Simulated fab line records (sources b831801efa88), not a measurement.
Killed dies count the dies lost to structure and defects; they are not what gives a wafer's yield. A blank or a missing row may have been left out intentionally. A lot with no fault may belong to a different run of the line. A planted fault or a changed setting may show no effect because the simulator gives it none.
fab line records || flow gf180mcu || part 2 of 2: steps 31 to 39 of 39
record: {"lots": 5, "wafers": 15, "last-day": 33}
route steps=602 shown MVPSD@139 VT_IMPLANT@140 DUAL_GATE@141 POLY_GATE@157 HV_LDD@176
lots that met no fault: taken from a fault-free run of the same line
start-h: hours from the record's first day to the start of the lot's first wafer shown || wait-h: time in hours since the lot's previous step || " unchanged from the row above || L1.1+2: one row covering several wafers at once || - no value present, or no start provided || * or withheld: withheld || < > ~ a bound
route shown NAME@n: NAME is a module with steps in the file, n the number in the route of the first one || usual: mean/standard deviation taken from wafers without a fault || same: alike in all rows || chamber/n: place in a boat || sites: the reading at each site || _std_site: their standard deviation || _edge_site: mean of outer sites minus mean of inner sites || radius-mm: how far each site lies from the wafer's centre || mask NAME#n: copy n || behind: the most recent tool/chamber to have shaped the wafer || hold: cause of the lot's hold/its duration in hours/its outcome || device: transistor that didn't switch, given as n, p or np || end of line: the same wafers' tests at the end of the route || where a step has no rows: the recipe by itself || killed: count of dies lost to structure and defects at first sort (not the wafer's yield) || map: a wafer's dies, x killed, . not, _ none there
set.NAME: setting as actually run; set.NAME@STEP: the setting as run at that earlier step || model.NAME: the simulator's own value behind a step, which no gauge read
certain route steps with their lots: each step a table, each wafer a row
services: from which hour (start-h, from the record's first day; less than 0 if before it) a tool's chamber was out of use, for how many hours, and why
== steps ==
step: GF_POLY_GATE_ETCH_12
recipe: {"chemistry": "N2/H2", "target-depth-a": "withheld", "overetch-a": "withheld", "time-s": "withheld", "target": "BARC", "ion-energy-ev": 200, "source-w": 500, "bias-w": 100, "pressure-mtorr": 30, "n2-flow-sccm": 100, "h2-flow-sccm": 200}
usual: {"drypump-motor-current-A": "5.72/0.28", "oes-product-au": "0.736/0.0045", "throttle-valve-pct": "13.215/0.0093"}
{"lot.wafer": "L075.1", "tool": "rie-diel-03", "chamber": 2, "start-h": 204.21, "wait-h": 0.0, "drypump-motor-current-A": 5.19, "oes-product-au": 0.732, "throttle-valve-pct": 13.220}
{"lot.wafer": "L075.2", "tool": "rie-diel-03", "chamber": 0, "start-h": 204.21, "wait-h": 0.0, "drypump-motor-current-A": 5.93, "oes-product-au": 0.733, "throttle-valve-pct": 13.204}
{"lot.wafer": "L075.6", "tool": "rie-diel-03", "chamber": 1, "start-h": 204.21, "wait-h": 0.0, "drypump-motor-current-A": 6.10, "oes-product-au": 0.735, "throttle-valve-pct": 13.223}
{"lot.wafer": "L076.3", "tool": "rie-diel-01", "chamber": 1, "start-h": 221.56, "wait-h": 0.0, "drypump-motor-current-A": 5.96, "oes-product-au": 0.736, "throttle-valve-pct": 13.209}
{"lot.wafer": "L076.4", "tool": "rie-diel-01", "chamber": 3, "start-h": 221.56, "wait-h": 0.0, "drypump-motor-current-A": 5.69, "oes-product-au": 0.735, "throttle-valve-pct": 13.219}
{"lot.wafer": "L076.5", "tool": "rie-diel-01", "chamber": 2, "start-h": 221.56, "wait-h": 0.0, "drypump-motor-current-A": 5.18, "oes-product-au": 0.742, "throttle-valve-pct": 13.230}
{"lot.wafer": "L086.2", "tool": "rie-diel-02", "chamber": 1, "start-h": 279.51, "wait-h": 0.0, "drypump-motor-current-A": 5.45, "oes-product-au": 0.732, "throttle-valve-pct": 13.225}
{"lot.wafer": "L086.5", "tool": "rie-diel-02", "chamber": 3, "start-h": 279.51, "wait-h": 0.0, "drypump-motor-current-A": 5.58, "oes-product-au": 0.740, "throttle-valve-pct": 13.204}
{"lot.wafer": "L086.6", "tool": "rie-diel-02", "chamber": 2, "start-h": 279.51, "wait-h": 0.0, "drypump-motor-current-A": 5.86, "oes-product-au": 0.743, "throttle-valve-pct": 13.212}
{"lot.wafer": "L088.2", "tool": "rie-diel-03", "chamber": 1, "start-h": 298.91, "wait-h": 0.0, "drypump-motor-current-A": 6.07, "oes-product-au": 0.739, "throttle-valve-pct": 13.231}
{"lot.wafer": "L088.4", "tool": "rie-diel-03", "chamber": 2, "start-h": 298.91, "wait-h": 0.0, "drypump-motor-current-A": 5.17, "oes-product-au": 0.735, "throttle-valve-pct": 13.226}
{"lot.wafer": "L088.5", "tool": "rie-diel-03", "chamber": 3, "start-h": 298.91, "wait-h": 0.0, "drypump-motor-current-A": 5.91, "oes-product-au": 0.734, "throttle-valve-pct": 13.228}
{"lot.wafer": "L091.1", "tool": "rie-diel-01", "chamber": 0, "start-h": 331.41, "wait-h": 0.0, "drypump-motor-current-A": 5.71, "oes-product-au": 0.730, "throttle-valve-pct": 13.228}
{"lot.wafer": "L091.3", "tool": "rie-diel-01", "chamber": 2, "start-h": 331.41, "wait-h": 0.0, "drypump-motor-current-A": 5.23, "oes-product-au": 0.731, "throttle-valve-pct": 13.217}
{"lot.wafer": "L091.5", "tool": "rie-diel-01", "chamber": 0, "start-h": 331.41, "wait-h": 0.0, "drypump-motor-current-A": 5.74, "oes-product-au": 0.730, "throttle-valve-pct": 13.201}
step: GF_POLY_GATE_ETCH_13
recipe: {"target": "poly-Si", "target-depth-nm": 198.5, "stop-on": "SiO2", "over-etch-frac": 0.403, "chemistry": "HBr/Cl2", "icp-w": 400, "bias-w": 100, "pressure-mtorr": 10, "HBr_flow_sccm": 150, "Cl2_flow_sccm": 50, "time-s": 69.6}
usual: {"drypump-motor-current-A": "5.7/0.31", "oes-product-au": "0.989/0.0069", "throttle-valve-pct": "33.684/0.0077"}
{"lot.wafer": "L075.1", "tool": "rie-si-01", "chamber": 1, "start-h": 204.26, "wait-h": "-", "drypump-motor-current-A": 6.0, "oes-product-au": 0.989, "rf-hours-counter-h": 95, "throttle-valve-pct": 33.690}
{"lot.wafer": "L075.2", "tool": "rie-si-01", "chamber": 3, "start-h": 204.26, "wait-h": "-", "drypump-motor-current-A": 5.6, "oes-product-au": 0.991, "rf-hours-counter-h": 2, "throttle-valve-pct": 33.700}
{"lot.wafer": "L075.6", "tool": "rie-si-01", "chamber": 0, "start-h": 204.26, "wait-h": "-", "drypump-motor-current-A": 5.7, "oes-product-au": 0.992, "rf-hours-counter-h": "-", "throttle-valve-pct": 33.681}
{"lot.wafer": "L076.3", "tool": "rie-si-01", "chamber": 0, "start-h": 221.61, "wait-h": "-", "drypump-motor-current-A": 5.7, "oes-product-au": 0.995, "rf-hours-counter-h": 108, "throttle-valve-pct": 33.660}
{"lot.wafer": "L076.4", "tool": "rie-si-01", "chamber": 3, "start-h": 221.61, "wait-h": "-", "drypump-motor-current-A": 5.6, "oes-product-au": 0.988, "rf-hours-counter-h": 2, "throttle-valve-pct": 33.680}
{"lot.wafer": "L076.5", "tool": "rie-si-01", "chamber": 0, "start-h": 221.61, "wait-h": "-", "drypump-motor-current-A": 5.7, "oes-product-au": 0.988, "rf-hours-counter-h": "-", "throttle-valve-pct": 33.691}
{"lot.wafer": "L086.2", "tool": "rie-si-02", "chamber": 1, "start-h": 279.56, "wait-h": "-", "drypump-motor-current-A": 6.0, "oes-product-au": 0.991, "rf-hours-counter-h": 2, "throttle-valve-pct": 33.684}
{"lot.wafer": "L086.5", "tool": "rie-si-02", "chamber": 3, "start-h": 279.56, "wait-h": "-", "drypump-motor-current-A": 5.7, "oes-product-au": 0.987, "rf-hours-counter-h": "-", "throttle-valve-pct": 33.681}
{"lot.wafer": "L086.6", "tool": "rie-si-02", "chamber": 1, "start-h": 279.56, "wait-h": "-", "drypump-motor-current-A": 5.9, "oes-product-au": 0.992, "rf-hours-counter-h": "-", "throttle-valve-pct": 33.680}
{"lot.wafer": "L088.2", "tool": "rie-si-01", "chamber": 2, "start-h": 298.96, "wait-h": "-", "drypump-motor-current-A": 5.7, "oes-product-au": 0.989, "rf-hours-counter-h": 6, "throttle-valve-pct": 33.686}
{"lot.wafer": "L088.4", "tool": "rie-si-01", "chamber": 3, "start-h": 298.96, "wait-h": "-", "drypump-motor-current-A": 5.6, "oes-product-au": 0.979, "rf-hours-counter-h": 3, "throttle-valve-pct": 33.686}
{"lot.wafer": "L088.5", "tool": "rie-si-01", "chamber": 2, "start-h": 298.96, "wait-h": "-", "drypump-motor-current-A": 5.7, "oes-product-au": 0.990, "rf-hours-counter-h": "-", "throttle-valve-pct": 33.663}
{"lot.wafer": "L091.1", "tool": "rie-si-01", "chamber": 3, "start-h": 331.46, "wait-h": "-", "drypump-motor-current-A": 5.6, "oes-product-au": 0.974, "rf-hours-counter-h": 3, "throttle-valve-pct": 33.690}
{"lot.wafer": "L091.3", "tool": "rie-si-01", "chamber": 0, "start-h": 331.46, "wait-h": "-", "drypump-motor-current-A": 5.7, "oes-product-au": 0.977, "rf-hours-counter-h": 0, "throttle-valve-pct": 33.695}
{"lot.wafer": "L091.5", "tool": "rie-si-01", "chamber": 0, "start-h": 331.46, "wait-h": "-", "drypump-motor-current-A": 5.7, "oes-product-au": 0.986, "rf-hours-counter-h": "-", "throttle-valve-pct": 33.685}
step: GF_POLY_GATE_STRIP_14
recipe: {"chemistry": "O2/N2", "power-w": 1400, "pressure-mtorr": 1500, "platen-temp-c": 250, "o2-flow-sccm": 3000, "n2-flow-sccm": 300, "overash-fraction": 0.5}
usual: {"drypump-motor-current-A": "5.8/0.49", "heater-power-w": "347/56", "oes-product-au": "0.505/0.005"}
{"lot.wafer": "L075.1", "tool": "plasma-asher-01", "chamber": 0, "start-h": 204.32, "wait-h": 0.0, "drypump-motor-current-A": 6.5, "heater-power-w": 315, "oes-product-au": 0.510, "rf-hours-counter-h": 55}
{"lot.wafer": "L075.2", "tool": "plasma-asher-01", "chamber": 1, "start-h": 204.32, "wait-h": 0.0, "drypump-motor-current-A": 6.1, "heater-power-w": 315, "oes-product-au": 0.510, "rf-hours-counter-h": 55}
{"lot.wafer": "L075.6", "tool": "plasma-asher-01", "chamber": 0, "start-h": 204.32, "wait-h": 0.0, "drypump-motor-current-A": 6.4, "heater-power-w": 334, "oes-product-au": 0.515, "rf-hours-counter-h": "-"}
{"lot.wafer": "L076.3", "tool": "plasma-asher-04", "chamber": 0, "start-h": 221.70, "wait-h": 0.1, "drypump-motor-current-A": 5.1, "heater-power-w": 402, "oes-product-au": 0.504, "rf-hours-counter-h": "-"}
{"lot.wafer": "L076.4", "tool": "plasma-asher-04", "chamber": 1, "start-h": 221.70, "wait-h": 0.1, "drypump-motor-current-A": 5.8, "heater-power-w": 263, "oes-product-au": 0.504, "rf-hours-counter-h": "-"}
{"lot.wafer": "L076.5", "tool": "plasma-asher-04", "chamber": 0, "start-h": 221.70, "wait-h": 0.1, "drypump-motor-current-A": 5.2, "heater-power-w": 407, "oes-product-au": 0.502, "rf-hours-counter-h": "-"}
{"lot.wafer": "L086.2", "tool": "plasma-asher-02", "chamber": 1, "start-h": 279.61, "wait-h": 0.0, "drypump-motor-current-A": 5.4, "heater-power-w": 360, "oes-product-au": 0.503, "rf-hours-counter-h": 16}
{"lot.wafer": "L086.5", "tool": "plasma-asher-02", "chamber": 0, "start-h": 279.61, "wait-h": 0.0, "drypump-motor-current-A": 6.4, "heater-power-w": 416, "oes-product-au": 0.504, "rf-hours-counter-h": "-"}
{"lot.wafer": "L086.6", "tool": "plasma-asher-02", "chamber": 1, "start-h": 279.61, "wait-h": 0.0, "drypump-motor-current-A": 5.4, "heater-power-w": 366, "oes-product-au": 0.499, "rf-hours-counter-h": "-"}
{"lot.wafer": "L088.2", "tool": "plasma-asher-04", "chamber": 1, "start-h": 299.01, "wait-h": 0.0, "drypump-motor-current-A": 5.8, "heater-power-w": 260, "oes-product-au": 0.512, "rf-hours-counter-h": 65}
{"lot.wafer": "L088.4", "tool": "plasma-asher-04", "chamber": 1, "start-h": 299.01, "wait-h": 0.0, "drypump-motor-current-A": 5.8, "heater-power-w": 264, "oes-product-au": 0.504, "rf-hours-counter-h": "-"}
{"lot.wafer": "L088.5", "tool": "plasma-asher-04", "chamber": 1, "start-h": 299.01, "wait-h": 0.0, "drypump-motor-current-A": 5.8, "heater-power-w": 264, "oes-product-au": 0.492, "rf-hours-counter-h": "-"}
{"lot.wafer": "L091.1", "tool": "plasma-asher-02", "chamber": 0, "start-h": 331.51, "wait-h": 0.0, "drypump-motor-current-A": 6.4, "heater-power-w": 404, "oes-product-au": 0.501, "rf-hours-counter-h": 22}
{"lot.wafer": "L091.3", "tool": "plasma-asher-02", "chamber": 1, "start-h": 331.51, "wait-h": 0.0, "drypump-motor-current-A": 5.4, "heater-power-w": 375, "oes-product-au": 0.510, "rf-hours-counter-h": "-"}
{"lot.wafer": "L091.5", "tool": "plasma-asher-02", "chamber": 1, "start-h": 331.51, "wait-h": 0.0, "drypump-motor-current-A": 5.4, "heater-power-w": 373, "oes-product-au": 0.498, "rf-hours-counter-h": "-"}
step: GF_POLY_GATE_CLEAN_15
recipe: {"chemistry": "SC1/SC2", "mix": "1:4:20", "temp-c": 70, "time-s": 150, "dry": "n2-spin"}
{"lot.wafer": "L075.1+2+6", "tool": "wet-bench-01", "chamber": 0, "start-h": 204.42, "wait-h": 0.1}
{"lot.wafer": "L076.3+4+5", "tool": "wet-bench-03", "chamber": 2, "start-h": 221.77, "wait-h": 0.0}
{"lot.wafer": "L086.2+5+6", "tool": "wet-bench-02", "chamber": 0, "start-h": 279.71, "wait-h": 0.1}
{"lot.wafer": "L088.2+4+5", "tool": "wet-bench-02", "chamber": 2, "start-h": 299.11, "wait-h": 0.1}
{"lot.wafer": "L091.1+3+5", "tool": "wet-bench-02", "chamber": 0, "start-h": 331.61, "wait-h": 0.1}
step: GF_POLY_GATE_OXIDATION_16
recipe: {"temp-c": 850, "ambient": "O2", "stabilise-s": 600, "purge-s": 300, "target-thk-a": 40, "ox-time-s": 899}
usual: {"ox-temp-c-max": "853.6/1.9", "spike-tc-upper-C": "850.6/1", "tube-center-temp-C": "850.01/0.077"}
same: {"ox-time-s": 899}
{"lot.wafer": "L075.1", "tool": "furnace-02", "chamber": 0, "start-h": 204.52, "wait-h": 0.0, "ox-temp-c-max": 851.6, "spike-tc-upper-C": 852.1, "tube-center-temp-C": 850.1}
{"lot.wafer": "L075.2", "tool": "furnace-02", "chamber": 0, "start-h": 204.52, "wait-h": 0.0, "ox-temp-c-max": 851.9, "spike-tc-upper-C": 850.4, "tube-center-temp-C": 850.09}
{"lot.wafer": "L075.6", "tool": "furnace-02", "chamber": 0, "start-h": 204.52, "wait-h": 0.0, "ox-temp-c-max": 852.9, "spike-tc-upper-C": 849.8, "tube-center-temp-C": 849.93}
{"lot.wafer": "L076.3", "tool": "furnace-01", "chamber": 0, "start-h": 221.82, "wait-h": 0.0, "ox-temp-c-max": 855.1, "spike-tc-upper-C": 849.6, "tube-center-temp-C": 849.95}
{"lot.wafer": "L076.4", "tool": "furnace-01", "chamber": 0, "start-h": 221.82, "wait-h": 0.0, "ox-temp-c-max": 855.3, "spike-tc-upper-C": 851.0, "tube-center-temp-C": 850.04}
{"lot.wafer": "L076.5", "tool": "furnace-01", "chamber": 0, "start-h": 221.82, "wait-h": 0.0, "ox-temp-c-max": 855.5, "spike-tc-upper-C": 849.9, "tube-center-temp-C": 850.06}
{"lot.wafer": "L086.2", "tool": "furnace-01", "chamber": 0, "start-h": 280.18, "wait-h": 0.4, "ox-temp-c-max": 854.2, "spike-tc-upper-C": 851.1, "tube-center-temp-C": 849.93}
{"lot.wafer": "L086.5", "tool": "furnace-01", "chamber": 0, "start-h": 280.18, "wait-h": 0.4, "ox-temp-c-max": 855.3, "spike-tc-upper-C": 851.4, "tube-center-temp-C": 850.18}
{"lot.wafer": "L086.6", "tool": "furnace-01", "chamber": 0, "start-h": 280.18, "wait-h": 0.4, "ox-temp-c-max": 855.5, "spike-tc-upper-C": 851.1, "tube-center-temp-C": 850.12}
{"lot.wafer": "L088.2", "tool": "furnace-02", "chamber": 0, "start-h": 299.21, "wait-h": 0.0, "ox-temp-c-max": 852.2, "spike-tc-upper-C": 849.6, "tube-center-temp-C": 850.11}
{"lot.wafer": "L088.4", "tool": "furnace-02", "chamber": 0, "start-h": 299.21, "wait-h": 0.0, "ox-temp-c-max": 852.1, "spike-tc-upper-C": 851.3, "tube-center-temp-C": 849.93}
{"lot.wafer": "L088.5", "tool": "furnace-02", "chamber": 0, "start-h": 299.21, "wait-h": 0.0, "ox-temp-c-max": 852.6, "spike-tc-upper-C": 849.4, "tube-center-temp-C": 849.96}
{"lot.wafer": "L091.1", "tool": "furnace-01", "chamber": 0, "start-h": 332.81, "wait-h": 1.1, "ox-temp-c-max": 855.0, "spike-tc-upper-C": 850.5, "tube-center-temp-C": 849.91}
{"lot.wafer": "L091.3", "tool": "furnace-01", "chamber": 0, "start-h": 332.81, "wait-h": 1.1, "ox-temp-c-max": 857.0, "spike-tc-upper-C": 851.7, "tube-center-temp-C": 849.9}
{"lot.wafer": "L091.5", "tool": "furnace-01", "chamber": 0, "start-h": 332.81, "wait-h": 1.1, "ox-temp-c-max": 855.1, "spike-tc-upper-C": 850.7, "tube-center-temp-C": 850.05}
step: GF_POLY_GATE_THK_MEAS_17
recipe: {"reads": "SiO2_of_POLY_GATE_OXIDATION_16"}
usual: {"POLY_GATE_OXIDATION_THK": "3.96/0.07"}
{"lot.wafer": "L075.1", "tool": "film-metro-03", "chamber": "-", "start-h": 205.77, "wait-h": 0.0, "POLY_GATE_OXIDATION_THK[nm]": 3.99}
{"lot.wafer": "L075.2", "tool": "film-metro-03", "chamber": "-", "start-h": 205.77, "wait-h": 0.0, "POLY_GATE_OXIDATION_THK[nm]": 3.99}
{"lot.wafer": "L075.6", "tool": "film-metro-03", "chamber": "-", "start-h": 205.77, "wait-h": 0.0, "POLY_GATE_OXIDATION_THK[nm]": 3.94}
{"lot.wafer": "L076.3", "tool": "film-metro-03", "chamber": "-", "start-h": 223.09, "wait-h": 0.0, "POLY_GATE_OXIDATION_THK[nm]": 4.11}
{"lot.wafer": "L076.4", "tool": "film-metro-03", "chamber": "-", "start-h": 223.09, "wait-h": 0.0, "POLY_GATE_OXIDATION_THK[nm]": 4.05}
{"lot.wafer": "L076.5", "tool": "film-metro-03", "chamber": "-", "start-h": 223.09, "wait-h": 0.0, "POLY_GATE_OXIDATION_THK[nm]": 3.99}
{"lot.wafer": "L086.2", "tool": "film-metro-02", "chamber": "-", "start-h": 281.44, "wait-h": 0.0, "POLY_GATE_OXIDATION_THK[nm]": 3.98}
{"lot.wafer": "L086.5", "tool": "film-metro-02", "chamber": "-", "start-h": 281.44, "wait-h": 0.0, "POLY_GATE_OXIDATION_THK[nm]": 3.96}
{"lot.wafer": "L086.6", "tool": "film-metro-02", "chamber": "-", "start-h": 281.44, "wait-h": 0.0, "POLY_GATE_OXIDATION_THK[nm]": 4.02}
{"lot.wafer": "L088.2", "tool": "film-metro-01", "chamber": "-", "start-h": 300.47, "wait-h": 0.0, "POLY_GATE_OXIDATION_THK[nm]": 3.91}
{"lot.wafer": "L088.4", "tool": "film-metro-01", "chamber": "-", "start-h": 300.47, "wait-h": 0.0, "POLY_GATE_OXIDATION_THK[nm]": 3.96}
{"lot.wafer": "L088.5", "tool": "film-metro-01", "chamber": "-", "start-h": 300.47, "wait-h": 0.0, "POLY_GATE_OXIDATION_THK[nm]": 3.92}
{"lot.wafer": "L091.1", "tool": "film-metro-02", "chamber": "-", "start-h": 334.06, "wait-h": 0.0, "POLY_GATE_OXIDATION_THK[nm]": 3.93}
{"lot.wafer": "L091.3", "tool": "film-metro-02", "chamber": "-", "start-h": 334.06, "wait-h": 0.0, "POLY_GATE_OXIDATION_THK[nm]": 4.01}
{"lot.wafer": "L091.5", "tool": "film-metro-02", "chamber": "-", "start-h": 334.06, "wait-h": 0.0, "POLY_GATE_OXIDATION_THK[nm]": 3.94}
step: GF_POLY_GATE_CD_MEAS_18
usual: {"cd-nm": "280.1/1.7"}
{"lot.wafer": "L075.1", "tool": "cd-sem-02", "chamber": "-", "start-h": 205.83, "wait-h": 0.1, "cd-nm": 280.0}
{"lot.wafer": "L075.2", "tool": "cd-sem-02", "chamber": "-", "start-h": 205.83, "wait-h": 0.1, "cd-nm": 281.4}
{"lot.wafer": "L075.6", "tool": "cd-sem-02", "chamber": "-", "start-h": 205.83, "wait-h": 0.1, "cd-nm": 280.6}
{"lot.wafer": "L076.3", "tool": "cd-sem-02", "chamber": "-", "start-h": 223.18, "wait-h": 0.1, "cd-nm": 281.1}
{"lot.wafer": "L076.4", "tool": "cd-sem-02", "chamber": "-", "start-h": 223.18, "wait-h": 0.1, "cd-nm": 279.6}
{"lot.wafer": "L076.5", "tool": "cd-sem-02", "chamber": "-", "start-h": 223.18, "wait-h": 0.1, "cd-nm": 279.7}
{"lot.wafer": "L086.2", "tool": "cd-sem-01", "chamber": "-", "start-h": 281.52, "wait-h": 0.1, "cd-nm": 278.4}
{"lot.wafer": "L086.5", "tool": "cd-sem-01", "chamber": "-", "start-h": 281.52, "wait-h": 0.1, "cd-nm": 277.8}
{"lot.wafer": "L086.6", "tool": "cd-sem-01", "chamber": "-", "start-h": 281.52, "wait-h": 0.1, "cd-nm": 279.3}
{"lot.wafer": "L088.2", "tool": "cd-sem-02", "chamber": "-", "start-h": 300.55, "wait-h": 0.1, "cd-nm": 275.2}
{"lot.wafer": "L088.4", "tool": "cd-sem-02", "chamber": "-", "start-h": 300.55, "wait-h": 0.1, "cd-nm": 277.7}
{"lot.wafer": "L088.5", "tool": "cd-sem-02", "chamber": "-", "start-h": 300.55, "wait-h": 0.1, "cd-nm": 275.6}
{"lot.wafer": "L091.1", "tool": "cd-sem-01", "chamber": "-", "start-h": 334.12, "wait-h": 0.1, "cd-nm": 280.0}
{"lot.wafer": "L091.3", "tool": "cd-sem-01", "chamber": "-", "start-h": 334.12, "wait-h": 0.1, "cd-nm": 279.0}
{"lot.wafer": "L091.5", "tool": "cd-sem-01", "chamber": "-", "start-h": 334.12, "wait-h": 0.1, "cd-nm": 279.9}
step: GF_HV_LDD_DEHYDRATE_00
recipe: {"temp-c": 200, "time-s": 60}
usual: {"plate-temp-C": "200.00/0.18"}
{"lot.wafer": "L075.1", "tool": "litho-track-02", "chamber": 0, "start-h": 214.57, "wait-h": 8.7, "plate-temp-C": 200.33}
{"lot.wafer": "L075.2", "tool": "litho-track-02", "chamber": 0, "start-h": 214.57, "wait-h": 8.7, "plate-temp-C": 200.24}
{"lot.wafer": "L075.6", "tool": "litho-track-02", "chamber": 0, "start-h": 214.57, "wait-h": 8.7, "plate-temp-C": 200.28}
{"lot.wafer": "L076.3", "tool": "litho-track-02", "chamber": 0, "start-h": 231.72, "wait-h": 8.5, "plate-temp-C": 199.75}
{"lot.wafer": "L076.4", "tool": "litho-track-02", "chamber": 0, "start-h": 231.72, "wait-h": 8.5, "plate-temp-C": 199.69}
{"lot.wafer": "L076.5", "tool": "litho-track-02", "chamber": 0, "start-h": 231.72, "wait-h": 8.5, "plate-temp-C": 200.01}
{"lot.wafer": "L086.2", "tool": "litho-track-03", "chamber": 0, "start-h": 290.44, "wait-h": 8.9, "plate-temp-C": 200.05}
{"lot.wafer": "L086.5", "tool": "litho-track-03", "chamber": 0, "start-h": 290.44, "wait-h": 8.9, "plate-temp-C": 200.14}
{"lot.wafer": "L086.6", "tool": "litho-track-03", "chamber": 0, "start-h": 290.44, "wait-h": 8.9, "plate-temp-C": 200.36}
{"lot.wafer": "L088.2", "tool": "litho-track-02", "chamber": 0, "start-h": 309.84, "wait-h": 9.3, "plate-temp-C": 200.02}
{"lot.wafer": "L088.4", "tool": "litho-track-02", "chamber": 0, "start-h": 309.84, "wait-h": 9.3, "plate-temp-C": 200.03}
{"lot.wafer": "L088.5", "tool": "litho-track-02", "chamber": 0, "start-h": 309.84, "wait-h": 9.3, "plate-temp-C": 199.83}
{"lot.wafer": "L091.1", "tool": "litho-track-01", "chamber": 0, "start-h": 344.50, "wait-h": 10.4, "plate-temp-C": 199.78}
{"lot.wafer": "L091.3", "tool": "litho-track-01", "chamber": 0, "start-h": 344.50, "wait-h": 10.4, "plate-temp-C": 200.03}
{"lot.wafer": "L091.5", "tool": "litho-track-01", "chamber": 0, "start-h": 344.50, "wait-h": 10.4, "plate-temp-C": 199.87}
step: GF_HV_LDD_HMDS_01
recipe: {"prime-time-s": 60, "prime-temp-c": 120}
{"lot.wafer": "L075.1+2+6", "tool": "litho-track-02", "chamber": 0, "start-h": 214.72, "wait-h": 0.1}
{"lot.wafer": "L076.3+4+5", "tool": "litho-track-02", "chamber": 0, "start-h": 231.87, "wait-h": 0.1}
{"lot.wafer": "L086.2+5+6", "tool": "litho-track-03", "chamber": 0, "start-h": 290.59, "wait-h": 0.1}
{"lot.wafer": "L088.2+4+5", "tool": "litho-track-02", "chamber": 0, "start-h": 309.99, "wait-h": 0.1}
{"lot.wafer": "L091.1+3+5", "tool": "litho-track-01", "chamber": 0, "start-h": 344.65, "wait-h": 0.1}
== services ==
{"tool": "furnace-02", "chamber": "-", "start-h": 142.62, "hours": 4.7, "kind": "pm"}
{"tool": "krf-scanner-01", "chamber": "-", "start-h": 152.98, "hours": 1.0, "kind": "pm"}
{"tool": "krf-scanner-01", "chamber": "-", "start-h": 156.90, "hours": 1.3, "kind": "pm"}
{"tool": "furnace-02", "chamber": "-", "start-h": 163.75, "hours": 3.4, "kind": "pm"}
{"tool": "wet-bench-02", "chamber": "-", "start-h": 174.51, "hours": 3.4, "kind": "repair"}
{"tool": "furnace-01", "chamber": "-", "start-h": 177.27, "hours": 3.3, "kind": "pm"}
{"tool": "rie-si-01", "chamber": 2, "start-h": 190.53, "hours": 3.9, "kind": "repair"}
{"tool": "krf-scanner-01", "chamber": "-", "start-h": 195.44, "hours": 0.8, "kind": "pm"}
{"tool": "wet-bench-01", "chamber": "-", "start-h": 205.93, "hours": 3.8, "kind": "repair"}
{"tool": "iline-stepper-02", "chamber": "-", "start-h": 207.61, "hours": 10.4, "kind": "repair"}
{"tool": "wet-bench-01", "chamber": "-", "start-h": 210.65, "hours": 1.9, "kind": "pm"}
{"tool": "iline-stepper-02", "chamber": "-", "start-h": 218.00, "hours": 1.7, "kind": "pm"}
{"tool": "wet-bench-03", "chamber": "-", "start-h": 233.77, "hours": 3.2, "kind": "repair"}
{"tool": "wet-bench-03", "chamber": "-", "start-h": 245.94, "hours": 3.9, "kind": "repair"}
{"tool": "krf-scanner-01", "chamber": "-", "start-h": 274.73, "hours": 1.3, "kind": "repair"}
{"tool": "wet-bench-02", "chamber": "-", "start-h": 292.94, "hours": 4.0, "kind": "repair"}
{"tool": "furnace-01", "chamber": "-", "start-h": 302.72, "hours": 14.3, "kind": "pm"}
{"tool": "krf-scanner-01", "chamber": "-", "start-h": 321.39, "hours": 1.0, "kind": "pm"}
{"tool": "plasma-asher-01", "chamber": "-", "start-h": 321.61, "hours": 14.6, "kind": "pm"}
{"tool": "furnace-02", "chamber": "-", "start-h": 323.60, "hours": 3.1, "kind": "pm"}
{"tool": "furnace-02", "chamber": "-", "start-h": 330.48, "hours": 3.7, "kind": "pm"}
{"tool": "krf-scanner-01", "chamber": "-", "start-h": 336.07, "hours": 1.3, "kind": "pm"}
{"tool": "iline-stepper-02", "chamber": "-", "start-h": 336.79, "hours": 8.3, "kind": "repair"}
{"tool": "furnace-01", "chamber": "-", "start-h": 344.20, "hours": 3.8, "kind": "pm"}
